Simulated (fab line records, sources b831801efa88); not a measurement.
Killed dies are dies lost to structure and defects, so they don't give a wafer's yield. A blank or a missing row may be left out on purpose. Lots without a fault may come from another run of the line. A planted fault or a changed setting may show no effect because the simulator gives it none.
Which tool did it? | flow sky130 | 12 lots, 36 wafers sampled, at 5 steps of a route of 708

WHAT THE GAUGES READ, wafer by wafer
The record holds no reading of a measuring or inspecting step that can be judged against a usual standard deviation.

WHICH TOOL RAN EACH LOT (tool, then ch and the chambers of the sampled wafers, then the start)
lot  | SKY_VIA2_CMP_02               | SKY_METAL3_SPUTTER_02        | SKY_CAP2M_CVD_00                | SKY_METAL4_ETCH_17                 | SKY_PAD_OPEN_PROBE_99
L286 | cmp-01 ch 0,3, day 34 11:58   | pvd_sputter-02, day 35 17:54 | pecvd-01 ch 1,2, day 39 06:21   | rie_diel-01 ch 1,3, day 41 07:55   | prober-01, day 45 08:56
L287 | cmp-02 ch 0,2,3, day 35 04:50 | pvd_sputter-01, day 36 10:38 | pecvd-01 ch 1,2, day 39 20:13   | rie_diel-01 ch 0,2,3, day 41 20:34 | prober-02, day 45 21:02
L288 | cmp-01 ch 0,1,2, day 35 17:35 | pvd_sputter-01, day 36 22:29 | pecvd-04 ch 0,2, day 40 07:49   | rie_diel-01 ch 0,2,3, day 42 08:22 | -
L292 | cmp-02 ch 0,1,2, day 37 13:04 | pvd_sputter-01, day 38 16:38 | pecvd-03 ch 0,2, day 41 22:19   | rie_diel-02 ch 2,3, day 43 21:07   | prober-01, day 47 13:50
L296 | cmp-01 ch 0,1,2, day 38 23:39 | pvd_sputter-02, day 40 02:26 | pecvd-03 ch 0,2, day 43 04:30   | rie_diel-02 ch 0,2,3, day 45 01:19 | -
L297 | cmp-02 ch 0,2,3, day 39 01:16 | pvd_sputter-02, day 40 03:27 | pecvd-01 ch 0,1,2, day 43 06:27 | rie_diel-02 ch 1,2,3, day 45 04:01 | prober-02, day 48 20:21
L298 | cmp-02 ch 1,3, day 39 13:15   | pvd_sputter-04, day 40 14:54 | pecvd-04 ch 1,2, day 43 16:25   | rie_diel-03 ch 0,1,3, day 45 12:43 | -
L301 | cmp-02 ch 0,1,2, day 39 23:05 | pvd_sputter-02, day 41 01:05 | pecvd-03 ch 0,1, day 44 03:25   | rie_diel-03 ch 0,2,3, day 45 22:58 | -
L302 | cmp-02 ch 1,2,3, day 40 06:58 | pvd_sputter-04, day 41 09:04 | pecvd-03 ch 1,2, day 44 11:43   | rie_diel-03 ch 0,2, day 46 07:31   | prober-01, day 49 20:00
L303 | cmp-02 ch 0,1,3, day 40 17:20 | pvd_sputter-01, day 41 19:19 | pecvd-03 ch 0,1,2, day 44 20:14 | rie_diel-03 ch 0,1,2, day 46 14:38 | prober-02, day 49 23:11
L304 | cmp-01 ch 0,2, day 40 23:56   | pvd_sputter-02, day 42 01:57 | pecvd-03 ch 0,1, day 45 01:45   | rie_diel-01 ch 1,3, day 46 18:13   | prober-01, day 50 02:17
L306 | cmp-01 ch 0,1,2, day 41 05:27 | pvd_sputter-02, day 42 07:17 | pecvd-04 ch 0,1,2, day 45 07:24 | rie_diel-01 ch 1,2,3, day 47 01:22 | prober-01, day 50 07:42
- SKY_VIA2_CMP_02: polishes SiO2.
- SKY_METAL3_SPUTTER_02: material AlCu, target thk 735 nm, time 39.1 s.
- SKY_CAP2M_CVD_00: deposits SiO2, target thk 15.5 nm.
- SKY_METAL4_ETCH_17: etches SiO2 in C4F8/O2/Ar, stops on TiN, time 3.9 s, target depth 15 nm.
- SKY_PAD_OPEN_PROBE_99

WHAT THE TOOLS THEMSELVES READ (means of the sampled wafers that have a number; where no wafer has one, the mark that the record gives instead)
SKY_VIA2_CMP_02.
lot  | tool   | motor_current_A (A) | retaining_ring_pressure_frac | slurry_filter_dp_kPa (kPa)
L286 | cmp-01 | 13.1                | 1.002                        | 13.54
L287 | cmp-02 | 13.1                | 1.004                        | 13.59
L288 | cmp-01 | 12.5                | 0.997                        | 13.53
L292 | cmp-02 | 12.4                | 1.001                        | 13.45
L296 | cmp-01 | 13.2                | 1.003                        | 13.46
L297 | cmp-02 | 13.3                | 0.998                        | 13.45
L298 | cmp-02 | 12.6                | 1.001                        | 13.47
L301 | cmp-02 | 12.3                | 1.001                        | 13.64
L302 | cmp-02 | 12.9                | 1.003                        | 13.51
L303 | cmp-02 | 12.9                | 0.999                        | 13.49
L304 | cmp-01 | 14.2                | 1.000                        | 13.43
L306 | cmp-01 | 12.5                | 0.996                        | 13.47

SKY_METAL3_SPUTTER_02.
lot  | tool           | throttle_valve_pct (%)
L286 | pvd_sputter-02 | 30.1
L287 | pvd_sputter-01 | 30.1
L288 | pvd_sputter-01 | 30.7
L292 | pvd_sputter-01 | 29.6
L296 | pvd_sputter-02 | 30.0
L297 | pvd_sputter-02 | 30.4
L298 | pvd_sputter-04 | 30.0
L301 | pvd_sputter-02 | 30.1
L302 | pvd_sputter-04 | 30.3
L303 | pvd_sputter-01 | 29.8
L304 | pvd_sputter-02 | 30.4
L306 | pvd_sputter-02 | 30.2

SKY_CAP2M_CVD_00.
lot  | tool     | heater_power_outer_w (W) | heater_power_w (W)
L286 | pecvd-01 | 453                      | 677
L287 | pecvd-01 | 423                      | 633
L288 | pecvd-04 | 424                      | 764
L292 | pecvd-03 | 361                      | 618
L296 | pecvd-03 | 410                      | 658
L297 | pecvd-01 | 393                      | 633
L298 | pecvd-04 | 423                      | 733
L301 | pecvd-03 | 384                      | 650
L302 | pecvd-03 | 461                      | 701
L303 | pecvd-03 | 442                      | 718
L304 | pecvd-03 | 432                      | 704
L306 | pecvd-04 | 413                      | 705

SKY_METAL4_ETCH_17.
lot  | tool        | bias_w (W) | oes_product_au (a.u.)
L286 | rie_diel-01 | 1198       | 0.754
L287 | rie_diel-01 | 1202       | 0.762
L288 | rie_diel-01 | 1204       | 0.752
L292 | rie_diel-02 | 1202       | 0.743
L296 | rie_diel-02 | 1287       | 0.745
L297 | rie_diel-02 | 1282       | 0.759
L298 | rie_diel-03 | 1200       | 0.756
L301 | rie_diel-03 | 1201       | 0.742
L302 | rie_diel-03 | 1201       | 0.746
L303 | rie_diel-03 | 1202       | 0.757
L304 | rie_diel-01 | 1206       | 0.744
L306 | rie_diel-01 | 1201       | 0.750

SKY_PAD_OPEN_PROBE_99.
lot  | tool      | defect_limited_yield (%) | killed_at_M0_to_M3 | killed_at_M4_up | killed_at_contacts | killed_at_front_end | killed_at_other | killed_dies | killed_on_rim | killed_open | killed_short | sort_bin_3_pad_short (%) | sort_bin_5_function (%) | sort_bin_6_memory (%) | sort_n_pass | sort_yield_pct (%)
L286 | prober-01 | 83.5                     | 42                 | 2.3             | 23                 | 14                  | 0.0             | 81          | 21            | 40          | 41           | 0.9                      | 9.2                     | 6.4                   | 411         | 83.5
L287 | prober-02 | 82.6                     | 44                 | 3.7             | 26                 | 12                  | 0.0             | 85          | 17            | 40          | 45           | 0.7                      | 10.5                    | 6.2                   | 407         | 82.6
L292 | prober-01 | 82.1                     | 43                 | 4.0             | 23                 | 18                  | 0.0             | 88          | 15            | 48          | 40           | 0.7                      | 10.9                    | 6.4                   | 404         | 82.1
L297 | prober-02 | 80.1                     | 46                 | 4.0             | 28                 | 20                  | 0.0             | 98          | 14            | 56          | 42           | 1.0                      | 11.0                    | 7.9                   | 394         | 80.1
L302 | prober-01 | 80.9                     | 48                 | 4.3             | 26                 | 15                  | 0.3             | 94          | 17            | 54          | 40           | 1.3                      | 11.3                    | 6.5                   | 398         | 80.9
L303 | prober-02 | 81.9                     | 44                 | 4.3             | 26                 | 15                  | 0.0             | 89          | 19            | 49          | 40           | 0.7                      | 11.2                    | 6.3                   | 403         | 81.9
L304 | prober-01 | 82.1                     | 46                 | 3.7             | 25                 | 13                  | 0.0             | 88          | 20            | 47          | 40           | 1.0                      | 10.8                    | 6.1                   | 404         | 82.1
L306 | prober-01 | 81.0                     | 42                 | 3.7             | 28                 | 20                  | 0.0             | 94          | 21            | 51          | 42           | 1.5                      | 9.1                     | 8.4                   | 398         | 81.0

THE ANSWER, worked out from the rows above alone
Rule: what is usual is taken from the lots themselves. Put in order of their means at a reading, lots are off if they are a third of the lots or fewer, leave a main group of 4 or more, and stand apart from it by a gap of 3 or more times the standard deviation of the main group's means; of several such gaps the widest counts. A main group whose means are all the same, to the digits that the tables above print for the reading, isn't used. A lot without any number at a reading at which 4 lots or more have one is off too. The other lots that the step has rows for count as sound. The gauges are gone through in route order, then the tools' own readings, and for those a lot's mean is taken as printed above. The first step at which some lot is off is used, and at that step the reading that is off furthest; a lot without a number counts as furthest.
Off: L296, L297, at SKY_METAL4_ETCH_17 (bias_w). The main group: mean 1202 W, standard deviation 2.1.
A tool fits if, at that step or a process step before it, it ran every lot that is off, and no sound lot after the first of them. One fits: rie_diel-02 at SKY_METAL4_ETCH_17. Its last sound lot is L292 (day 43 21:07), its first lot that is off L296 (day 45 01:19): a fault that began between those two fits.
The tool's own readings at SKY_METAL4_ETCH_17 bear it out: on the lots that are off they differ by more than 5 times the standard deviation of the sound lots' means. bias_w reads 1284 W there against 1202 W on the sound lots.

WHAT THE SIMULATOR HAD PUT IN
Process parameter drift: rie_diel-02, from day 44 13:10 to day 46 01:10, at SKY_METAL4_ETCH_17. Setting bias_w, moved by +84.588, from 1200. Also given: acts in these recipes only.
Lots struck among those shown: L296, L297. The rule above found the same.
